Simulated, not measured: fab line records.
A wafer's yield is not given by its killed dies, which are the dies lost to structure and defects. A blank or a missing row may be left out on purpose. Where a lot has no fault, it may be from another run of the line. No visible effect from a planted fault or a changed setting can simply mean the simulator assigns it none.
fab line records    flow sky130
[record] lots = 5  wafers = 15  last_day = 49
route steps=708 shown RES_XHIGH@334 SD_N@342
lots that met no fault: from a run of the same line without faults
start_h: hours from the record's opening day to when the first of the lot's shown wafers began    wait_h: how many hours have passed since the lot's step before this one    " repeats the value in the row above    L1.1+2: one row covering several wafers at once    - no value, or no start given    * or withheld: withheld    < > ~ a bound
route shown NAME@n: names a module that has steps shown in the file, with the first one's number in the route    usual: mean/standard deviation of fault-free wafers    same: alike in all rows    chamber/n: place in a boat    sites: each site's reading    _std_site: their standard deviation    _edge_site: outer sites' mean less inner sites'    radius_mm: how far each site lies from the wafer's centre    mask NAME#n: copy n    behind: the last tool/chamber to shape the wafer    hold: cause of the lot's hold/its duration in hours/its outcome    device: names the non-switching transistor (n, p or np)    end of line: the same wafers' tests at the end of the route    a step with no rows: only its recipe    killed: not the wafer's yield, but the dies lost to structure and defects at the first sort    map: the dies of a wafer, with x for killed, . for not killed, _ for no die there
set.NAME: the run value of the setting; set.NAME@STEP: its run value at that earlier step    model.NAME: the simulator's own value behind a step, which no gauge read
lots at selected steps of the route; one table per step, one row per wafer
services: from which hour (start_h, from the record's first day; less than 0 if before it) a tool's chamber was out of use, for how many hours, and why
[[steps]]
[step SKY_RES_XHIGH_COAT_02]
[recipe] resist = NOVOLAK  spin_rpm = 3000  resist_thk_nm = 1140
[step SKY_RES_XHIGH_SOFTBAKE_03]
[recipe] temp_c = 90  time_s = 60  resist = NOVOLAK
[step SKY_RES_XHIGH_EXPOSE_04]
[recipe] mask_id = URPM  na = 0.6  source_shape = conventional  sigma_outer = 0.6  polarization = unpolarized  target_cd_nm = 1270  dose_mj = 140
[step SKY_RES_XHIGH_PEB_05]
[recipe] temp_c = withheld  time_s = *  resist = NOVOLAK
[step SKY_RES_XHIGH_DEVELOP_06]
[recipe] resist = NOVOLAK  developer = TMAH  develop_time_s = 60  dev_temp_c = 23
[step SKY_RES_XHIGH_IMPLANT_07]
[recipe] species = BF2  energy_kev = 20  dose_cm2 = 3.6e+14  tilt_deg = 0
[step SKY_RES_XHIGH_STRIP_08]
[recipe] chemistry = O2/N2  power_w = 1400  pressure_mtorr = 1500  platen_temp_c = withheld  o2_flow_sccm = 3000  n2_flow_sccm = 300  overash_fraction = 0.5
[usual] drypump_motor_current_A = 5.56/0.27  n2_flow_sccm = 300.1/0.96  oes_product_au = 0.711/0.0038  strip_time_to_endpoint_s = 14.27/0.034
lot.wafer  tool             chamber  start_h  wait_h  drypump_motor_current_A  n2_flow_sccm  oes_product_au  rf_hours_counter_h  strip_time_to_endpoint_s
L682.1     plasma_asher-02  0        651.76   0.1     5.32                     299.4         0.708           96                  14.28
L682.4     "                1        "        "       5.37                     299.7         0.714           -                   14.27
L682.6     "                0        "        "       5.30                     299.7         0.714           -                   14.23
L684.1     plasma_asher-02  0        665.63   0.1     5.30                     299.1         0.715           98                  14.31
L684.4     "                0        "        "       5.29                     298.1         0.713           -                   14.30
L684.5     "                0        "        "       5.30                     299.6         0.717           -                   14.34
L692.2     plasma_asher-03  0        735.31   0.1     5.35                     299.9         0.711           29                  14.31
L692.3     "                1        "        "       5.57                     300.9         0.706           -                   14.32
L692.6     "                1        "        "       5.56                     301.6         0.704           -                   14.31
L695.2     plasma_asher-01  1        758.96   0.1     5.86                     299.4         0.712           63                  14.31
L695.5     "                0        "        "       6.08                     298.9         0.705           -                   14.28
L695.6     "                1        "        "       5.87                     300.3         0.709           -                   14.30
L697.1     plasma_asher-02  0        769.19   0.1     5.29                     299.4         0.716           3                   14.31
L697.5     "                0        "        "       5.30                     300.8         0.704           -                   14.30
L697.6     "                1        "        "       5.36                     300.5         0.706           -                   14.34
[step SKY_RES_XHIGH_TW_MEAS_09]
[usual] RES_XHIGH_TW = 1632/6.3
lot.wafer  tool           chamber  start_h  wait_h  RES_XHIGH_TW
L682.1     film_metro-04  -        651.86   0.1     1622
L682.4     "              -        "        "       1626
L682.6     "              -        "        "       1620
L684.1     film_metro-01  -        665.73   0.1     1636
L684.4     "              -        "        "       1632
L684.5     "              -        "        "       1642
L692.2     film_metro-03  -        735.42   0.1     1639
L692.3     "              -        "        "       1641
L692.6     "              -        "        "       1640
L695.2     film_metro-03  -        759.07   0.1     1635
L695.5     "              -        "        "       1645
L695.6     "              -        "        "       1630
L697.1     film_metro-01  -        769.29   0.1     1643
L697.5     "              -        "        "       1629
L697.6     "              -        "        "       1636
[step SKY_SD_N_DEHYDRATE_00]
[recipe] temp_c = 200  time_s = 60
[step SKY_SD_N_HMDS_01]
[recipe] prime_time_s = 60  prime_temp_c = 120
[step SKY_SD_N_COAT_02]
[recipe] resist = NOVOLAK  spin_rpm = 3000  resist_thk_nm = 1140
[step SKY_SD_N_SOFTBAKE_03]
[recipe] temp_c = 90  time_s = 60  resist = NOVOLAK
[step SKY_SD_N_EXPOSE_04]
[recipe] mask_id = NSDM  na = 0.6  source_shape = conventional  sigma_outer = 0.6  polarization = unpolarized  target_cd_nm = 380  dose_mj = 141
lot.wafer   tool              chamber  start_h  wait_h  mask
L682.1+4+6  iline_stepper-01  0        665.90   -       NSDM#0
L684.1+4+5  iline_stepper-02  0        679.63   -       NSDM_R1#0
L692.2+3+6  iline_stepper-02  0        749.11   -       NSDM#0
L695.2+5+6  iline_stepper-02  0        773.21   -       NSDM#0
L697.1+5+6  iline_stepper-01  0        783.00   -       NSDM#0
[step SKY_SD_N_PEB_05]
[recipe] temp_c = withheld  time_s = *  resist = NOVOLAK
[step SKY_SD_N_DEVELOP_06]
[recipe] resist = NOVOLAK  developer = TMAH  develop_time_s = 60  dev_temp_c = 23
[step SKY_SD_N_CD_MEAS_07]
[recipe] target_cd_nm = 380
[usual] cd_nm = 379.4/2.6
lot.wafer  tool       chamber  start_h  wait_h  cd_nm
L682.1     cd_sem-01  -        679.93   0.1     382.8
L682.4     "          -        "        "       381.2
L682.6     "          -        "        "       378.1
L684.1     cd_sem-01  -        693.77   0.1     332.4
L684.4     "          -        "        "       332.6
L684.5     "          -        "        "       331.6
L692.2     cd_sem-01  -        762.26   0.1     379.8
L692.3     "          -        "        "       380.8
L692.6     "          -        "        "       377.6
L695.2     cd_sem-01  -        785.71   0.1     376.7
L695.5     "          -        "        "       376.7
L695.6     "          -        "        "       374.6
L697.1     cd_sem-01  -        796.00   0.2     378.7
L697.5     "          -        "        "       380.2
L697.6     "          -        "        "       377.6
[step SKY_SD_N_OVL_MEAS_08]
[usual] SD_N_OVL = -1.1/1.2
lot.wafer  tool        chamber  start_h  wait_h  SD_N_OVL[nm]
L682.1     overlay-01  -        680.05   0.1     0.1
L682.4     "           -        "        "       1.1
L682.6     "           -        "        "       1.2
L684.1     overlay-02  -        693.89   0.1     -2.4
L684.4     "           -        "        "       -1.1
L684.5     "           -        "        "       -1.4
L692.2     overlay-01  -        762.36   0.1     -0.9
L692.3     "           -        "        "       -0.5
L692.6     "           -        "        "       -1.3
L695.2     overlay-02  -        785.81   0.1     -0.9
L695.5     "           -        "        "       -1.5
L695.6     "           -        "        "       -1.1
L697.1     overlay-02  -        796.12   0.1     -2.2
L697.5     "           -        "        "       -1.7
L697.6     "           -        "        "       -2.2
[[services]]
tool              chamber  start_h  hours  kind
plasma_asher-02   -        640.70   0.9    repair
iline_stepper-01  -        647.20   1.7    pm
iline_stepper-01  -        668.32   25.0   repair
plasma_asher-01   -        672.78   3.0    repair
iline_stepper-01  -        693.35   4.3    pm
iline_stepper-02  -        700.81   1.7    pm
plasma_asher-02   -        707.89   0.5    repair
plasma_asher-01   -        717.02   2.8    pm
iline_stepper-01  -        717.81   4.4    pm
plasma_asher-02   -        733.75   9.0    pm
plasma_asher-02   0        733.75   9.0    vent_cycle
plasma_asher-02   1        733.75   9.0    vent_cycle
plasma_asher-02   0        742.75   -      clean
plasma_asher-02   1        742.75   -      clean
[[key]]
[first_sign] step = SKY_SD_N_EXPOSE_04  reading = mask  direction = changed
[effect] step = SKY_SD_N_CD_MEAS_07  reading = cd_nm  direction = down  sigmas = 18  usual = 379.4  struck = 332.2
met_at SKY_SD_N_EXPOSE_04
struck_wafers L684.1,L684.4,L684.5
sort_left_out L684.1,L684.4,L684.5
tester_left_out L684
[fault] kind = wrong_mask  tool = any  chamber = -  onset_h = 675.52  steps = SKY_SD_N_EXPOSE_04  aux_copy = NSDM_R1#0  cd_offset_nm = -46  scope = struck_lots_only
// tester_left_out: of these lots the tester's yield and bins aren't shown, on N5 and GAA mostly nor the transistor test; their killed dies are dies lost to structure and defects alone, not to doping, threshold or leakage, so they don't give the yield
// sort_left_out: the simulated sort isn't trusted on such a fault, so these wafers' sort isn't shown, and their yield isn't known
